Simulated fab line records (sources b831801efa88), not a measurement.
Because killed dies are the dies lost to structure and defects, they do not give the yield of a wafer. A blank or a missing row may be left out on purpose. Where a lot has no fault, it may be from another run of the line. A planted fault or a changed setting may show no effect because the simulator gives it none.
Matching of chambers || flow gf180mcu || 4 sister chambers for GF_V4_CMP_26 on cmp-02
The step polishes, stops on SiO2, t overpolish 15 s, target thk 0 nm. 4 wafers are shown with their chamber, then 7 later ones without.

WAFERS, EACH WITH ITS CHAMBER
{"wafer": "L858.4", "chamber": 0, "motor current A (A)": 11.9}
{"wafer": "L862.2", "chamber": 3, "motor current A (A)": 12.2}
{"wafer": "L863.1", "chamber": 1, "motor current A (A)": 12.8}
{"wafer": "L863.4", "chamber": 2, "motor current A (A)": 10.1}

WAFERS WHOSE CHAMBER IS MISSING
{"wafer": "L863.6", "motor current A (A)": 12.1}
{"wafer": "L869.2", "motor current A (A)": 12.4}
{"wafer": "L869.3", "motor current A (A)": 11.4}
{"wafer": "L869.5", "motor current A (A)": 11.8}
{"wafer": "L875.4", "motor current A (A)": 10.1}
{"wafer": "L875.5", "motor current A (A)": 10.4}
{"wafer": "L875.6", "motor current A (A)": 11.3}

CHAMBER TAKEN BY EACH
{"wafer": "L863.6", "from the rows above": "can't be placed: 3 or 0 or 1", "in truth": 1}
{"wafer": "L869.2", "from the rows above": "can't be placed: 3 or 1 or 0", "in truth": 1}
{"wafer": "L869.3", "from the rows above": "can't be placed: 0 or 3", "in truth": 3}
{"wafer": "L869.5", "from the rows above": "can't be placed: 0 or 3", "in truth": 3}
{"wafer": "L875.4", "from the rows above": 2, "in truth": 2}
{"wafer": "L875.5", "from the rows above": 2, "in truth": 2}
{"wafer": "L875.6", "from the rows above": "can't be placed: 0 or 3 or 2", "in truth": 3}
Correct placement for 2 of the 7. From these rows, 5 cannot be placed; in 5 the true chamber is one of the candidates. Placed wrongly: 0.
How it was worked out, from the rows above alone: a wafer's distance from a chamber is the root of the sum, over the readings, of the square of ((its reading less the chamber's mean) divided by the reading's scatter). If the next closest chamber is less than 2 further off than the closest, the wafer can't be placed; otherwise it belongs to the closest. Each chamber's mean is taken over the wafers shown for it. The scatter (one wafer shown for each chamber): square how far every hidden wafer sits from the nearest shown wafer, average those squares and take the square root.
